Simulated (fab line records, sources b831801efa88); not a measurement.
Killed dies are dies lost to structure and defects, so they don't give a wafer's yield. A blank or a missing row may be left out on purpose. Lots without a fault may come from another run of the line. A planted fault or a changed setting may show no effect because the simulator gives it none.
One fault seen from 2 desks | flow sky130 | each desk has only its own numbers; what lay behind them comes last

THE TOOL OWNER'S DESK: pvd_sputter-01
The tool's own readings at SKY_VIA3_SPUTTER_20 (material TiN, target thk 20 nm, time 80 s): means of the sampled wafers that have a number, for each lot that ran on this tool. A lot is out of limits, marked OUT, if its mean lies more than 4 standard deviations from the usual mean; the brackets give that distance.
Columns: A = chamber_pressure_pa at SKY_VIA3_SPUTTER_20, usual 5.000 Pa; B = throttle_valve_pct at SKY_VIA3_SPUTTER_20, usual 29.7 %
lot  | first seen here | A               | B
L632 | day 41 01:29    | 4.997           | 28.9
L638 | day 42 14:49    | 4.379 (-65) OUT | 31.7
L639 | day 42 17:13    | 4.396 (-64) OUT | 31.4
This desk's finding: out of limits on L638, L639; first on L638, day 42 14:49 (chamber_pressure_pa at SKY_VIA3_SPUTTER_20). In limits: L632.

THE METROLOGY DESK
What the gauges read, lot by lot, whatever tool the lot ran on: means of the sampled wafers that have a number. A lot is out of limits, marked OUT, if its mean lies more than 4 standard deviations from the usual mean; the brackets give that distance.
Columns: A = cd_nm at SKY_VIA3_CD_MEAS_12, usual 200.1 nm; B = VIA3_OVL at SKY_VIA3_OVL_MEAS_13, usual 6 nm
lot  | first seen here | A     | B
L630 | day 40 00:50    | 200.5 | 10
L632 | day 41 00:38    | 197.8 | 11
L638 | day 42 14:01    | 200.6 | 5
L639 | day 42 16:20    | 197.0 | 4
L646 | day 44 13:04    | 201.2 | 9
L652 | day 46 03:59    | 199.2 | 5
This desk's finding: nothing out of limits on any of the 6 lots.

PUT TOGETHER
The tool owner's desk could have raised an alarm at day 42 14:49, on L638, L639.
The metrology desk saw nothing out of limits.
The metrology desk has L638, L639 on record, within its limits.
Of the lots named, all ran SKY_VIA3_SPUTTER_20 on pvd_sputter-01.

WHAT THE SIMULATOR HAD PUT IN
Process parameter drift: pvd_sputter-01, from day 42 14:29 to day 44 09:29, at SKY_VIA3_SPUTTER_20. Setting chamber_pressure_pa, moved by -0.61, from 5. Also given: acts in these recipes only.
Lots struck among those shown: L638, L639.
Hours from the fault's start to each desk's first reading out of limits: the tool owner's desk, 0.
